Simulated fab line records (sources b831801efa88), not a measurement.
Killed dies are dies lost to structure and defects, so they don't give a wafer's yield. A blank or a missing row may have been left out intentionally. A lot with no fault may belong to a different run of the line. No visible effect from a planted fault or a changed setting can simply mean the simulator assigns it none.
fab line records    flow sky130    part 2 of 2: steps 27 to 38 of 38
[record] lots = 5  wafers = 15  last_day = 50
route steps=708 shown VIA4@652 METAL5@661 PASSIVATION@681
lots with no fault: from the same line, run without faults
start_h: start of the lot's first displayed wafer, in hours after the record's first day    wait_h: hours from the lot's prior step to this one    " unchanged from the row above    L1.1+2: a row that stands for several wafers    - no value present, or no start provided    * or withheld: withheld    < > ~ a bound
route shown NAME@n: a module of which the file shows steps, and the number in the route of the first    usual: average and standard deviation across the fault-free wafers    same: alike in all rows    chamber/n: place in a boat    sites: each site's reading    _std_site: the standard deviation of these    _edge_site: outer sites' mean less inner sites'    radius_mm: for every site, how far away it sits from the centre of the wafer    mask NAME#n: copy n    behind: the last tool/chamber to shape the wafer    hold: the reason the lot was held/the length of the hold in hours/how it ended    device: the transistor (n, p or np) that didn't switch    end of line: the tests these same wafers got at the end of their route    a step given without rows: its recipe and nothing more    killed: dies that structure and defects cost at the first sort, which is not the same as the wafer's yield    map: a wafer's dies, x killed, . not, _ none there
set.NAME: the setting that was run; set.NAME@STEP: the one run at that earlier step    model.NAME: the simulator's own value behind a step, which no gauge read
certain route steps with their lots: each step a table, each wafer a row
services: when a tool's chamber went out of use (start_h, in hours from the record's first day, below 0 if earlier), for how many hours, and the reason
[[steps]]
[step SKY_METAL5_STRIP_17]
[recipe] chemistry = post_etch_residue_remover  time_s = 1200  temp_c = 72.5
lot.wafer   tool          chamber  start_h  wait_h
L074.1+3+6  wet_bench-04  3        1030.13  0.1
L078.2+3+4  wet_bench-02  0        1066.38  0.1
L088.1+2+6  wet_bench-02  2        1122.18  0.1
L090.3+4+5  wet_bench-04  1        1134.60  0.0
L095.1+2+3  wet_bench-02  1        1160.83  0.1
[step SKY_METAL5_CLEAN_18]
[recipe] chemistry = IPA  time_s = 180  temp_c = 25
lot.wafer   tool          chamber  start_h  wait_h
L074.1+3+6  wet_bench-02  0        1030.47  0.0
L078.2+3+4  wet_bench-04  3        1066.72  0.0
L088.1+2+6  wet_bench-03  2        1122.52  0.0
L090.3+4+5  wet_bench-04  3        1134.94  0.0
L095.1+2+3  wet_bench-04  2        1161.17  0.0
[step SKY_METAL5_CLEAN_19]
[recipe] chemistry = O3/DIW  dry = n2_spin
lot.wafer   tool          chamber  start_h  wait_h
L074.1+3+6  wet_bench-03  1        1030.53  0.0
L078.2+3+4  wet_bench-02  0        1066.84  0.0
L088.1+2+6  wet_bench-04  1        1122.59  0.0
L090.3+4+5  wet_bench-03  2        1135.00  0.0
L095.1+2+3  wet_bench-04  3        1161.23  0.0
[step SKY_PASSIVATION_CVD_00]
[recipe] material = SiO2  target_thk_nm = 90  temp_c = 400  time_s = withheld  rf_w = 600
[usual] heater_power_w = 706/88  rf_fwd_power_W = 588/3.1
lot.wafer  tool      chamber  start_h  wait_h  heater_power_w  rf_fwd_power_W
L074.1     pecvd-03  1        1030.62  0.0     930             593
L074.3     "         0        "        "       601             588
L074.6     "         1        "        "       896             590
L078.2     pecvd-02  2        1066.94  0.0     502             584
L078.3     "         0        "        "       690             585
L078.4     "         2        "        "       494             586
L088.1     pecvd-02  0        1122.68  0.0     658             588
L088.2     "         1        "        "       668             591
L088.6     "         1        "        "       679             588
L090.3     pecvd-03  2        1135.10  0.0     760             586
L090.4     "         1        "        "       836             591
L090.5     "         2        "        "       746             586
L095.1     pecvd-03  0        1161.32  0.0     612             590
L095.2     "         1        "        "       789             590
L095.3     "         2        "        "       782             584
[step SKY_PASSIVATION_THK_MEAS_01]
[recipe] reads = SiO2_of_PASSIVATION_CVD_00
[usual] PASSIVATION_CVD_00_THK = 89.9/1.1
lot.wafer  tool           chamber  start_h  wait_h  PASSIVATION_CVD_00_THK[nm]
L074.1     film_metro-03  -        1030.65  -       90.2
L074.3     "              -        "        "       91.4
L074.6     "              -        "        "       92.0
L078.2     film_metro-01  -        1066.97  -       88.6
L078.3     "              -        "        "       89.3
L078.4     "              -        "        "       90.7
L088.1     film_metro-01  -        1122.70  -       87.7
L088.2     "              -        "        "       87.4
L088.6     "              -        "        "       89.2
L090.3     film_metro-03  -        1135.14  -       88.6
L090.4     "              -        "        "       90.2
L090.5     "              -        "        "       90.5
L095.1     film_metro-01  -        1161.34  -       89.2
L095.2     "              -        "        "       89.2
L095.3     "              -        "        "       89.0
[step SKY_PASSIVATION_CVD_02]
[recipe] material = Si3N4  target_thk_nm = 540  temp_c = 400  time_s = withheld  rf_w = 450
[usual] heater_power_w = 747/96  rf_fwd_power_W = 448.8/1.4
lot.wafer  tool      chamber  start_h  wait_h  heater_power_w  rf_fwd_power_W
L074.1     pecvd-02  2        1030.71  0.1     679             448.3
L074.3     "         1        "        "       681             450.3
L074.6     "         2        "        "       544             449.3
L078.2     pecvd-04  2        1067.02  0.0     755             448.0
L078.3     "         0        "        "       665             449.2
L078.4     "         0        "        "       706             449.7
L088.1     pecvd-04  2        1122.76  0.1     700             449.4
L088.2     "         1        "        "       713             449.4
L088.6     "         2        "        "       713             451.6
L090.3     pecvd-02  2        1135.18  0.0     592             449.9
L090.4     "         0        "        "       621             448.7
L090.5     "         1        "        "       717             449.1
L095.1     pecvd-02  0        1161.40  0.1     763             450.1
L095.2     "         1        "        "       703             449.1
L095.3     "         2        "        "       577             449.6
[step SKY_PASSIVATION_THK_MEAS_03]
[recipe] reads = Si3N4_of_PASSIVATION_CVD_02
[usual] PASSIVATION_CVD_02_THK = 541/6
lot.wafer  tool           chamber  start_h  wait_h  PASSIVATION_CVD_02_THK[nm]
L074.1     film_metro-01  -        1030.93  -       542
L074.3     "              -        "        "       546
L074.6     "              -        "        "       550
L078.2     film_metro-03  -        1067.25  -       537
L078.3     "              -        "        "       531
L078.4     "              -        "        "       535
L088.1     film_metro-02  -        1122.99  -       534
L088.2     "              -        "        "       533
L088.6     "              -        "        "       538
L090.3     film_metro-03  -        1135.42  -       529
L090.4     "              -        "        "       536
L090.5     "              -        "        "       542
L095.1     film_metro-03  -        1161.63  -       546
L095.2     "              -        "        "       540
L095.3     "              -        "        "       534
[step SKY_PASSIVATION_DEHYDRATE_04]
[recipe] temp_c = 200  time_s = 60
[usual] plate_temp_C = 200.01/0.14
lot.wafer  tool            chamber  start_h  wait_h  plate_temp_C
L074.1     litho_track-01  0        1041.56  10.6    199.93
L074.3     "               0        "        "       199.90
L074.6     "               0        "        "       199.96
L078.2     litho_track-03  0        1076.58  9.3     200.02
L078.3     "               0        "        "       199.94
L078.4     "               0        "        "       200.06
L088.1     litho_track-01  0        1133.01  10.0    199.86
L088.2     "               0        "        "       199.80
L088.6     "               0        "        "       199.87
L090.3     litho_track-02  0        1143.53  8.1     199.85
L090.4     "               0        "        "       200.09
L090.5     "               0        "        "       200.07
L095.1     litho_track-03  0        1170.31  8.7     199.71
L095.2     "               0        "        "       199.64
L095.3     "               0        "        "       199.71
[step SKY_PASSIVATION_HMDS_05]
[recipe] prime_time_s = 60  prime_temp_c = 120
lot.wafer   tool            chamber  start_h  wait_h
L074.1+3+6  litho_track-01  0        1041.71  0.1
L078.2+3+4  litho_track-03  0        1076.73  0.1
L088.1+2+6  litho_track-01  0        1133.16  0.1
L090.3+4+5  litho_track-02  0        1143.68  0.1
L095.1+2+3  litho_track-03  0        1170.46  0.1
[step SKY_PASSIVATION_COAT_06]
[recipe] spin_rpm = 2000  resist_thk_nm = 3000
lot.wafer   tool            chamber  start_h  wait_h
L074.1+3+6  litho_track-01  0        1041.86  0.1
L078.2+3+4  litho_track-03  0        1076.88  0.1
L088.1+2+6  litho_track-01  0        1133.31  0.1
L090.3+4+5  litho_track-02  0        1143.83  0.1
L095.1+2+3  litho_track-03  0        1170.61  0.1
[step SKY_PASSIVATION_SOFTBAKE_07]
[recipe] temp_c = 110  time_s = withheld
[usual] plate_temp_C = 110.00/0.13
lot.wafer  tool            chamber  start_h  wait_h  plate_temp_C
L074.1     litho_track-01  0        1042.01  0.1     110.04
L074.3     "               0        "        "       110.02
L074.6     "               0        "        "       110.00
L078.2     litho_track-03  0        1077.04  0.1     109.97
L078.3     "               0        "        "       109.99
L078.4     "               0        "        "       109.72
L088.1     litho_track-01  0        1133.46  0.1     109.93
L088.2     "               0        "        "       109.83
L088.6     "               0        "        "       109.93
L090.3     litho_track-02  0        1144.00  0.1     110.14
L090.4     "               0        "        "       110.18
L090.5     "               0        "        "       110.16
L095.1     litho_track-03  0        1170.76  0.1     110.24
L095.2     "               0        "        "       110.17
L095.3     "               0        "        "       110.10
[step SKY_PASSIVATION_EXPOSE_08]
[recipe] mask_id = NSM  target_cd_nm = 3000  na = 0.57  dose_mj = 260
lot.wafer   tool              chamber  start_h  wait_h  mask
L074.1+3+6  iline_stepper-01  0        -        -       NSM#0
L078.2+3+4  iline_stepper-01  0        -        -       NSM#0
L088.1+2+6  iline_stepper-02  0        -        -       NSM#0
L090.3+4+5  iline_stepper-01  0        -        -       NSM#0
L095.1+2+3  iline_stepper-02  0        -        -       NSM#0
[[services]]
tool              chamber  start_h  hours  kind
rie_metal-02      -        993.73   14.6   pm
cmp-01            -        994.39   6.2    repair
cmp-01            -        1000.56  3.0    pm
iline_stepper-01  -        1007.23  1.7    pm
cmp-01            -        1012.71  1.3    repair
cvd_w-02          -        1026.85  0.9    repair
rie_metal-01      1        1033.72  3.0    repair
pvd_sputter-03    -        1046.42  24.0   repair
wet_bench-03      -        1055.79  3.0    repair
pvd_sputter-04    -        1059.59  7.5    repair
rie_metal-01      0        1066.70  48.3   repair
plasma_asher-03   -        1066.71  4.0    repair
rie_metal-01      -        1075.17  28.1   pm
pecvd-02          -        1080.01  0.7    repair
iline_stepper-01  -        1081.20  2.2    repair
cmp-01            -        1086.22  4.0    pm
wet_bench-01      -        1095.29  3.9    repair
wet_bench-01      -        1100.94  5.3    repair
iline_stepper-01  -        1120.57  4.4    pm
rie_metal-01      1        1121.36  1.4    repair
wet_bench-02      -        1129.27  4.1    repair
cmp-01            -        1129.68  6.5    pm
cmp-01            -        1140.42  0.3    repair
pvd_sputter-01    -        1164.16  1.8    repair
